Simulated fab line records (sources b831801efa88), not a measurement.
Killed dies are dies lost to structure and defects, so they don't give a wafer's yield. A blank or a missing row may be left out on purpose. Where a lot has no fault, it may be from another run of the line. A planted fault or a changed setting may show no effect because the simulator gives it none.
A lot that was struck, set against a sound lot + flow sky130 + 25 steps out of a route of 708
Sound: the wafers L280.1, L280.3, L280.4. Wafers struck: L271.1, L271.3, L271.4. The cause is named last.
At each step with rows: each side's tool, then ch and its chambers, then its first start. Under that, the readings that differ: sound wafers + struck wafers + difference of the means + sigmas: that difference in standard deviations of wafers without a fault.
alike: readings with means less than 2 such deviations apart, plus words and numbers identical on both sides. not compared: withheld readings, readings lacking a value on some wafer, bounds such as >300 that could conceal the same value, and numbers that have no deviation in the record and whose values overlap.
A row with sigmas, a row that says differs or no value, or rows on one side alone: a step with any of these is where the two part. Numbers that don't overlap but have no deviation are shown without sigmas and don't part them. A reading missing from all wafers of one side parts the sides only when that side holds two or more wafers.

SKY_POLY_CUT_ETCH_11: etches Si3N4 in CF4/CH2F2/Ar, stops on poly-Si, time 42.5 s, target depth 60 nm.
  sound on rie_diel-02 ch 1,2,3, day 29 03:55; struck on rie_diel-03 ch 0,1,2, day 26 16:46
  alike: cf4_flow_sccm, drypump_motor_current_A, oes_product_au, throttle_valve_pct
  not compared: rf_hours_counter_h
SKY_POLY_CUT_STRIP_12: strips in O2/N2.
  sound on plasma_asher-01 ch 0,1, day 29 03:58; struck on plasma_asher-02 ch 0,1, day 26 16:49
  alike: chamber_pressure_mTorr, drypump_motor_current_A, oes_product_au, strip_time_to_endpoint_s
  not compared: rf_hours_counter_h
then, 3 steps without rows for these wafers: SKY_SD_P_DEHYDRATE_00 (time 60 s); SKY_SD_P_HMDS_01 (prime time 60 s); SKY_SD_P_COAT_02 (resist thk 1140 nm).
SKY_SD_P_SOFTBAKE_03: time 62.55 s.
  sound on litho_track-01 ch 0, day 29 16:43; struck on litho_track-02 ch 0, day 27 07:54
  alike: chill_plate_temp_C, plate_sensor_t_centre_C, plate_sensor_t_edge_C
then, 3 steps without rows for these wafers: SKY_SD_P_EXPOSE_04 (exposes mask PSDM, target cd 380 nm); SKY_SD_P_PEB_05; SKY_SD_P_DEVELOP_06 (develop time 60 s).
SKY_SD_P_CD_MEAS_07 targets a cd of 380 nm.
  sound: cd_sem-01 at day 30 07:12; struck: cd_sem-02 at day 27 21:56
  alike: cd_nm
SKY_SD_P_OVL_MEAS_08:
  sound: overlay-01 at day 30 07:19; struck: overlay-02 at day 27 22:04
  alike: SD_P_OVL
after that, 1 step had no rows for these wafers: SKY_SD_P_IMPLANT_09.
SKY_SD_P_STRIP_10: strips in O2/N2.
  sound on plasma_asher-01 ch 0,1, day 30 07:30; struck on plasma_asher-03 ch 0,1, day 27 22:14
  no value came back on the struck wafers for chamber_pressure_mTorr (mTorr), drypump_motor_current_A (A), oes_product_au (a.u.), strip_time_to_endpoint_s (s); on the sound wafers chamber_pressure_mTorr (mTorr) reads 1497.7 1499.4 1498.4
| reading                                   | sound | struck         | difference | sigmas |
|-------------------------------------------|-------|----------------|------------|--------|
| model.NOVOLAK_of_SD_P_COAT_02.thk_nm (nm) | 0 0 0 | 1135 1133 1132 | +1133      |        |
  not compared: rf_hours_counter_h
SKY_SD_P_TW_MEAS_11:
  sound: film_metro-02 at day 30 07:36; struck: film_metro-03 at day 27 22:20
  alike: SD_P_TW
then, 8 steps without rows for these wafers: SKY_RES_XHIGH_DEHYDRATE_00 (time 60 s); SKY_RES_XHIGH_HMDS_01 (prime time 60 s); SKY_RES_XHIGH_COAT_02 (resist thk 1140 nm); SKY_RES_XHIGH_SOFTBAKE_03 (time 60 s); SKY_RES_XHIGH_EXPOSE_04 (exposes mask URPM, target cd 1270 nm); SKY_RES_XHIGH_PEB_05; SKY_RES_XHIGH_DEVELOP_06 (develop time 60 s); SKY_RES_XHIGH_IMPLANT_07.
SKY_RES_XHIGH_STRIP_08: strips in O2/N2.
  sound on plasma_asher-04 ch 0,1, day 31 11:53; struck on plasma_asher-03 ch 0,1, day 29 02:26
| reading                      | sound             | struck            | difference | sigmas      |
|------------------------------|-------------------|-------------------|------------|-------------|
| strip_time_to_endpoint_s (s) | 14.17 14.21 14.20 | 31.35 31.26 31.29 | +17.11     | +99 or more |
  alike: chamber_pressure_mTorr, drypump_motor_current_A, oes_product_au
  not compared: rf_hours_counter_h
SKY_RES_XHIGH_TW_MEAS_09:
  sound: film_metro-03 at day 31 11:59; struck: film_metro-02 at day 29 02:32
| reading      | sound          | struck   | difference | sigmas      |
|--------------|----------------|----------|------------|-------------|
| RES_XHIGH_TW | 1648 1652 1653 | 30 30 30 | -1621      | -99 or more |
then, 1 step without rows for these wafers: SKY_SD_N_DEHYDRATE_00 (time 60 s).

## WHERE THEY PART
Last at SKY_RES_XHIGH_TW_MEAS_09 as far as this record goes, first at SKY_SD_P_STRIP_10.

WHY: whatever the simulator had introduced
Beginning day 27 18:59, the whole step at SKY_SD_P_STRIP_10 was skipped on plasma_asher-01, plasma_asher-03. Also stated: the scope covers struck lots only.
